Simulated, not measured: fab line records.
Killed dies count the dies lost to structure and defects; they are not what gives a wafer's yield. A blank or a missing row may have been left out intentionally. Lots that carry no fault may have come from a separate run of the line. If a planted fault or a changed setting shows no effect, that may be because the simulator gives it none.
Shared-tool check -- flow gf180mcu -- 14 lots, 48 wafers sampled

== WHY IT WAS OPENED ==
Of 14 lots, 2 have the reading NSD_OVL flagged at GF_NSD_OVL_MEAS_08. Fault-free wafers read 0.4 nm, with a standard deviation of 1.2.
Rule: flag the lot when none of its wafers has a number, or when each of its wafers that has one lies beyond 4 standard deviations from that mean. The other lots count as sound.

lot,measured,on,"NSD_OVL (nm), wafer by wafer",flag
L397,day 13 08:35,overlay-01,0.7 0.9 0.4,
L402,day 15 01:23,overlay-02,3.0 2.2 0.5,
L404,day 15 21:12,overlay-02,-0.6 -1.2 -1.3,
L405,day 16 04:53,overlay-02,0.2 2.4 1.9,
L406,day 16 10:17,overlay-01,1.6 0.1 1.0,
L407,day 16 23:53,overlay-02,1.7 0.8 -1.6,
L408,day 17 05:53,overlay-02,-0.1 0.7 -0.5,
L413,day 18 19:11,overlay-01,0.3 -0.2 0.3,
L414,day 19 06:12,overlay-01,293.0 296.2 296.0 292.8 295.6 295.3,FLAGGED
L415,day 19 13:45,overlay-02,296.0 295.8 296.1 295.3 295.4 295.5,FLAGGED
L417,day 20 08:37,overlay-01,0.9 0.8 0.0,
L418,day 20 10:32,overlay-02,-0.4 -2.2 0.2,
L419,day 20 18:29,overlay-02,1.2 -0.5 -1.0,
L420,day 21 06:12,overlay-01,0.0 -0.2 1.5,
Averaged over the flagged lots the numbers come to 295.2 nm, +294.9 nm from the usual (+99 or more standard deviations).

== TOOL THAT RAN EACH LOT ==
The record holds 1 process step before the reading, out of a route of 602 steps. Cell contents, in order: the tool; ch with the chambers the sampled wafers went through; the start.
lot,flag,GF_NSD_EXPOSE_04
L397,,"iline-stepper-01 ch 0, day 12 22:47"
L402,,"iline-stepper-01 ch 0, day 14 14:43"
L404,,"iline-stepper-02 ch 0, day 15 10:16"
L405,,"iline-stepper-01 ch 0, day 15 18:16"
L406,,"iline-stepper-01 ch 0, day 15 23:04"
L407,,"iline-stepper-01 ch 0, day 16 12:38"
L408,,"iline-stepper-02 ch 0, day 16 19:08"
L413,,"iline-stepper-02 ch 0, day 18 06:59"
L414,FLAGGED,"iline-stepper-02 ch 0, day 18 18:13"
L415,FLAGGED,"iline-stepper-02 ch 0, day 19 02:04"
L417,,"iline-stepper-01 ch 0, day 19 20:44"
L418,,"iline-stepper-01 ch 0, day 19 22:19"
L419,,"iline-stepper-01 ch 0, day 20 06:34"
L420,,"iline-stepper-01 ch 0, day 20 18:05"
What the steps here do:
- GF_NSD_EXPOSE_04: exposes mask Nplus, target cd 400 nm.
- GF_NSD_OVL_MEAS_08

== FLAGGED OVER TOTAL, TOOL BY TOOL (the gauges that took the reading come last) ==
step,tool,lots run,flagged,share of the flagged lots,sound lots run after its first flagged lot
GF_NSD_EXPOSE_04,iline-stepper-01,9,0,none,-
GF_NSD_EXPOSE_04,iline-stepper-02,5,2,all,0
GF_NSD_OVL_MEAS_08,overlay-01,6,1,some,"2 (L417,L420)"
GF_NSD_OVL_MEAS_08,overlay-02,8,1,some,"2 (L418,L419)"

== THE TABLE: WHAT IT ALLOWS ==
1 row of the table ran every flagged lot: iline-stepper-02 at GF_NSD_EXPOSE_04.
- iline-stepper-02 at GF_NSD_EXPOSE_04 ran 5 lots, 2 of them flagged. Its last sound lot is L413 (day 18 06:59), its first flagged lot L414 (day 18 18:13): a fault that began between those two fits.
Just one tool remains: iline-stepper-02 at GF_NSD_EXPOSE_04.

== WHAT THE SIMULATOR PUT IN ==
Scanner matching overlay: iline-stepper-02, from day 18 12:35 on, at GF_NSD_EXPOSE_04. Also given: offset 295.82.
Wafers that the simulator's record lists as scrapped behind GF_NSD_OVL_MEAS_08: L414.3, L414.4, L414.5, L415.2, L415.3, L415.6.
Shown lots that were struck: L414, L415. The rule above reached the same finding.
